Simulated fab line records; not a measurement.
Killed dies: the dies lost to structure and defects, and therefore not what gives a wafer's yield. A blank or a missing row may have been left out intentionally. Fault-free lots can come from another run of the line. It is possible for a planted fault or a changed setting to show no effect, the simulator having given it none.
Which tool was responsible? | flow sky130 | 11 lots with 33 wafers sampled at 3 steps, on a route of 708 steps

== WHAT EACH GAUGE READ, for each wafer ==
SKY_LOCAL_INTERCONNECT_CD_MEAS_11: the cd target is 170 nm.
lot  | measured     | on        | cd_nm (nm)
L652 | day 30 07:37 | cd_sem-02 | 168.3 167.7 167.3
L655 | day 31 07:56 | cd_sem-02 | 170.4 170.0 170.7
L656 | day 31 09:04 | cd_sem-02 | 168.8 168.2 169.0
L657 | day 32 10:43 | cd_sem-02 | 169.3 167.9 169.4
L662 | day 34 02:52 | cd_sem-01 | 135.6 113.8 124.5
L664 | day 34 15:47 | cd_sem-01 | 141.3 148.8 140.2
L666 | day 35 02:35 | cd_sem-01 | 171.1 171.2 170.2
L668 | day 35 17:01 | cd_sem-01 | 169.2 171.2 169.8
L670 | day 36 08:17 | cd_sem-01 | 171.3 170.6 170.1
L674 | day 37 07:14 | cd_sem-01 | 170.2 172.1 171.8
L675 | day 37 20:23 | cd_sem-02 | 167.5 167.8 168.5

== WHAT TOOL EACH LOT RAN ON (gives the tool, then ch and the chambers of the sampled wafers, and finally the start) ==
lot  | SKY_LI_CONTACT_SPUTTER_19    | SKY_LOCAL_INTERCONNECT_EXPOSE_08
L652 | pvd_sputter-02, day 29 02:30 | krf_scanner-01 ch 0, day 29 17:43
L655 | pvd_sputter-01, day 30 03:38 | krf_scanner-01 ch 0, day 30 18:01
L656 | pvd_sputter-03, day 30 04:45 | krf_scanner-02 ch 0, day 30 19:18
L657 | pvd_sputter-01, day 31 06:38 | krf_scanner-01 ch 0, day 31 21:26
L662 | pvd_sputter-01, day 32 23:10 | krf_scanner-01 ch 0, day 33 13:56
L664 | pvd_sputter-01, day 33 12:02 | krf_scanner-01 ch 0, day 34 02:49
L666 | pvd_sputter-02, day 33 23:13 | krf_scanner-02 ch 0, day 34 13:35
L668 | pvd_sputter-03, day 34 13:59 | krf_scanner-02 ch 0, day 35 04:18
L670 | pvd_sputter-01, day 35 04:30 | krf_scanner-02 ch 0, day 35 18:53
L674 | pvd_sputter-01, day 36 04:01 | krf_scanner-01 ch 0, day 36 18:08
L675 | pvd_sputter-01, day 36 16:57 | krf_scanner-02 ch 0, day 37 07:23
- SKY_LI_CONTACT_SPUTTER_19: material Ti, target thk 20 nm, time 106.37 s.
- SKY_LOCAL_INTERCONNECT_EXPOSE_08: exposes mask LI1M, target cd 170 nm.

== THE ANSWER, worked out from the rows above alone ==
Rule: the usual values come from the lots themselves. Put in order of their means at a reading, lots are off if they are a third of the lots or fewer, leave a main group of 4 or more, and stand apart from it by a gap of 3 or more times the standard deviation of the main group's means; of several such gaps the widest counts. Not used: any main group whose means are identical at the precision the tables above print for the reading. Also off: a lot with no number at a reading for which 4 or more lots have one. Where the step has rows for the other lots, those lots are counted as sound.
Off: L662, L664 (SKY_LOCAL_INTERCONNECT_CD_MEAS_11, cd_nm). For the main group the mean is 169.6 nm and the standard deviation 1.3.
A tool fits if, at a process step before that reading, it ran every lot that is off, and no sound lot after the first of them. The gauges at SKY_LOCAL_INTERCONNECT_CD_MEAS_11 are tried like those tools. Not one of the candidates tried fits.

== WHAT WAS PUT IN BY THE SIMULATOR ==
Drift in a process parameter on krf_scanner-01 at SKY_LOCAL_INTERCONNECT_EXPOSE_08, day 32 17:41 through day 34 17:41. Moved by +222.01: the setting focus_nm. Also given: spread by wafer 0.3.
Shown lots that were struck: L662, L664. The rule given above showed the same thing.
